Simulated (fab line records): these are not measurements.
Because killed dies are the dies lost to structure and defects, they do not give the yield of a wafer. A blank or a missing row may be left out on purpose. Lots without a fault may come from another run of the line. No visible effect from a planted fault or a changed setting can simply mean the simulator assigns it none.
Problem report in the 8D (eight disciplines) form, filled by code	flow sky130	the parts of the form that need people (team, actions taken, sign-off) are left out

## 1. WHAT WENT WRONG
chamber pressure pa at SKY_VIA3_SPUTTER_20 reads a mean of 4.773 Pa on 6 wafers of 2 lots; wafers without a fault read 5.001 Pa with a standard deviation of 0.011. Measured from the usual mean, that is -21 standard deviations.
The step: material TiN, target thk 20 nm, time 80 s.
Earliest sighting: wafer L221.1 on pvd sputter-01 at day 44 11:06. At this step, 39 wafers from 13 lots have a number in the record. Rule for "out" (also "out of limits"): further than 4 standard deviations from the usual mean. Any other wafer with a number is counted as sound.

## 2. WHAT IT IS, WHAT IT ISN'T
question	is	is not
which readings at this step	chamber pressure pa	throttle valve pct
which lots	L221, L230	L207, L210, L212, L213, L214, L215, L216, L217, L218, L219, L220
which wafers of those lots	all that have a number	-
read on which tools	pvd sputter-01	pvd sputter-02, pvd sputter-04
when	from day 44 11:06	up to then (33 sound wafers)

## 3. SUSPECTS, AND WHAT RULES EACH OUT
Counting: a tool at any process step up to the reading remains a suspect when it ran all the lots that are out and ran no sound lot after the first of those.
- pvd sputter-01 at SKY_VIA3_SPUTTER_20 (material TiN, target thk 20 nm, time 80 s): kept. Every lot that is out went through it, starting with L221 (day 44 11:06), and after that it ran no sound lot; the last sound lot it ran before then is L219 (day 43 16:07). Its own readings are out on those wafers: chamber pressure pa.
After counting, what remains is pvd sputter-01 at SKY_VIA3_SPUTTER_20.

## 4. THE CAUSE (what the simulator had put in)
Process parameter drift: pvd sputter-01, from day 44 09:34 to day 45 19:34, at SKY_VIA3_SPUTTER_20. The setting chamber pressure pa was moved by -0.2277, starting from 5. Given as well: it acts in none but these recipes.
After counting, this tool was the only one left.

## 5. THE EFFECT CHAIN, in route order
One row per reading whose mean, taken over the struck wafers that have a number, lies over 3 standard deviations from the usual. Readings are gone through only where the record gives a usual standard deviation; hours: the median, over the lots, of the time from a lot's start at the first step in this table giving one to that lot's start at this step; sigmas: the change measured in usual standard deviations.
hours	step	reading	usual	on struck wafers	change	sigmas
0	SKY_VIA3_SPUTTER_20	chamber pressure pa	5.001 Pa	4.773	-0.228	-21
Its process steps:
- SKY_VIA3_SPUTTER_20: material TiN, target thk 20 nm, time 80 s.

## 6. WHAT WOULD HAVE CAUGHT IT SOONER
In this record the first reading out of limits was taken at day 44 11:06, 2 hours after the fault began at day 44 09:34.
